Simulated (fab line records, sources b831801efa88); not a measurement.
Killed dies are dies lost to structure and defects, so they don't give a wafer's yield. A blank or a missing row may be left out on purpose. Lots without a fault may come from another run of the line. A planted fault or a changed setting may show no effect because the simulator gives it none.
A struck lot beside a sound one | flow sky130 | 43 steps out of a route of 708
Sound: wafers L986.1, L986.4, L986.6. Struck: wafers L989.1, L989.4, L989.6. The cause comes at the end.
At each step with rows: each side's tool, then ch and its chambers, then its first start. Under that, the readings that differ: sound wafers | struck wafers | difference of the means | sigmas: that difference in standard deviations of wafers without a fault.
alike: readings whose means differ by less than 2 such deviations, and words and numbers that are the same on both sides. not compared: withheld readings, readings that some wafer has no value for, bounds like >300 that may hide the same value, and numbers for which the record gives no deviation and whose values overlap.
The two part at a step that has a row with sigmas, a row that says differs or no value, or rows on one side only. Numbers that don't overlap but have no deviation are shown without sigmas and don't part them. A reading that every wafer of one side lacks parts them only if that side has two wafers or more.

SKY_FIELD_ISO_THK_MEAS_04:
  sound on film_metro-01, day 2 05:30; struck on film_metro-02, day 3 02:44
  reading                   | sound             | struck            | difference | sigmas
  FIELD_ISO_CVD_03_THK (nm) | 167.4 167.9 168.6 | 161.4 163.5 161.2 | -5.9       | -4
then, 8 steps without rows for these wafers: SKY_FIELD_ISO_DEHYDRATE_05 (time 60 s); SKY_FIELD_ISO_HMDS_06 (prime time 60 s); SKY_FIELD_ISO_COAT_07 (resist thk 60 nm); SKY_FIELD_ISO_COAT_08 (resist thk 450 nm); SKY_FIELD_ISO_SOFTBAKE_09 (time 90 s); SKY_FIELD_ISO_EXPOSE_10 (exposes mask FOM, target cd 150 nm); SKY_FIELD_ISO_PEB_11; SKY_FIELD_ISO_DEVELOP_12 (develop time 60 s).
SKY_FIELD_ISO_CD_MEAS_13: target cd 150 nm.
  sound on cd_sem-01, day 2 20:01; struck on cd_sem-01, day 3 18:41
  alike: cd_nm
SKY_FIELD_ISO_ETCH_14: etches BARC in N2/H2, stops on SiO2, time 45.9 s, target depth 60 nm.
  sound on rie_diel-01 ch 1,2,3, day 2 20:08; struck on rie_diel-02 ch 0,1,3, day 3 18:48
  reading                | sound                | struck               | difference | sigmas
  throttle_valve_pct (%) | 13.225 13.219 13.220 | 13.250 13.245 13.226 | +0.019     | +2
  alike: drypump_motor_current_A, oes_product_au
  not compared: rf_hours_counter_h
SKY_FIELD_ISO_ETCH_15: etches the open film in CHF3/O2, stops on Si, target depth 180 nm, time 72 s.
  sound on rie_diel-01 ch 1,2,3, day 2 20:11; struck on rie_diel-02 ch 0,1,3, day 3 18:50
  reading               | sound             | struck            | difference | sigmas
  oes_product_au (a.u.) | 0.963 0.964 0.961 | 0.932 0.939 0.933 | -0.028     | -4
  alike: drypump_motor_current_A, throttle_valve_pct
  not compared: rf_hours_counter_h
SKY_FIELD_ISO_STRIP_16: strips in O2/N2.
  sound on plasma_asher-02 ch 0,1, day 2 20:14; struck on plasma_asher-02 ch 0,1, day 3 18:54
  alike: drypump_motor_current_A, oes_product_au, strip_time_to_endpoint_s
  not compared: rf_hours_counter_h
SKY_FIELD_ISO_ETCH_17: etches Si in HBr/Cl2/O2, target depth 342 nm, time 97.7 s.
  sound on rie_si-02 ch 0,2, day 2 20:20; struck on rie_si-02 ch 0,1, day 3 19:00
  alike: HBr_flow_sccm, drypump_motor_current_A, oes_product_au, throttle_valve_pct
  not compared: rf_hours_counter_h
then, 5 steps without rows for these wafers: SKY_FIELD_ISO_WET_ETCH_18 (etches Si3N4 in H3PO4, target depth 25 nm, time 286 s); SKY_FIELD_ISO_CLEAN_19 (cleans in SC1/SC2, time 150 s); SKY_FIELD_ISO_CLEAN_20 (cleans in dHF, time 20 s); SKY_FIELD_ISO_WET_ETCH_21 (etches SiO2 in dHF, target depth 20 nm, time 400 s); SKY_FIELD_ISO_OXIDATION_22 (stabilise 600 s, purge 300 s, target thk 10 nm).
SKY_FIELD_ISO_THK_MEAS_23:
  sound on film_metro-02, day 2 23:36; struck on film_metro-02, day 3 21:13
  alike: FIELD_ISO_OXIDATION_01_THK
then, 1 step without rows for these wafers: SKY_FIELD_ISO_CVD_24 (deposits SiO2, target thk 595 nm, time 99.2 s).
SKY_FIELD_ISO_THK_MEAS_25:
  sound on film_metro-02, day 2 23:48; struck on film_metro-04, day 3 21:21
  alike: FIELD_ISO_CVD_24_THK
then, 1 step without rows for these wafers: SKY_FIELD_ISO_ANNEAL_26 (time 1800 s).
SKY_FIELD_ISO_CMP_27: polishes, stops on Si3N4, t overpolish 16 s, target thk 457.8 nm.
  sound on cmp-02 ch 0,2, day 3 03:50; struck on cmp-01 ch 0,2, day 3 23:17
  alike: motor_current_A, overpolish_run_s, time_to_endpoint_s
then, 5 steps without rows for these wafers: SKY_FIELD_ISO_WET_ETCH_28 (etches SiO2 in dHF, target depth 23.7 nm, time 47 s); SKY_FIELD_ISO_WET_ETCH_29 (etches Si3N4 in H3PO4, target depth 160 nm, time 1825 s); SKY_FIELD_ISO_WET_ETCH_30 (etches SiO2 in dHF, target depth 25 nm, time 50 s); SKY_NWELL_CLEAN_00 (cleans in SC1/SC2, time 150 s); SKY_NWELL_OXIDATION_01 (stabilise 600 s, purge 300 s, target thk 10 nm).
SKY_NWELL_THK_MEAS_02:
  sound on film_metro-03, day 3 06:16; struck on film_metro-03, day 4 02:43
  alike: NWELL_OXIDATION_THK
then, 8 steps without rows for these wafers: SKY_DNWELL_DEHYDRATE_00 (time 60 s); SKY_DNWELL_HMDS_01 (prime time 60 s); SKY_DNWELL_COAT_02 (resist thk 3000 nm); SKY_DNWELL_SOFTBAKE_03; SKY_DNWELL_EXPOSE_04 (exposes mask DNM, target cd 3000 nm); SKY_DNWELL_PEB_05; SKY_DNWELL_DEVELOP_06 (develop time 60 s); SKY_DNWELL_IMPLANT_07.
SKY_DNWELL_STRIP_08: strips in O2/N2.
  sound on plasma_asher-03 ch 0, day 3 21:33; struck on plasma_asher-01 ch 0,1, day 4 19:49
  reading                      | sound             | struck            | difference | sigmas
  strip_time_to_endpoint_s (s) | 37.09 37.06 37.02 | 36.81 36.79 36.75 | -0.27      | -2
  alike: drypump_motor_current_A, oes_product_au
  not compared: rf_hours_counter_h
SKY_DNWELL_TW_MEAS_09:
  sound on film_metro-03, day 3 21:39; struck on film_metro-03, day 4 19:55
  alike: DNWELL_TW
then, 2 steps without rows for these wafers: SKY_PWDE_DEHYDRATE_00 (time 60 s); SKY_PWDE_HMDS_01 (prime time 60 s).
-- the record jumps here: 43 days lie between the struck wafers' starts before and after (it left off in module PWDE and takes up again in module PAD_OPEN, whose first step shown is number 708 of the route) --
SKY_PAD_OPEN_PROBE_99:
  the record has rows for the struck wafers here (prober-02, day 47 16:55) and none for the sound ones

WHERE THEY PART
First at SKY_FIELD_ISO_THK_MEAS_04; last, within this record, at SKY_PAD_OPEN_PROBE_99.

WHY: what the simulator had put in
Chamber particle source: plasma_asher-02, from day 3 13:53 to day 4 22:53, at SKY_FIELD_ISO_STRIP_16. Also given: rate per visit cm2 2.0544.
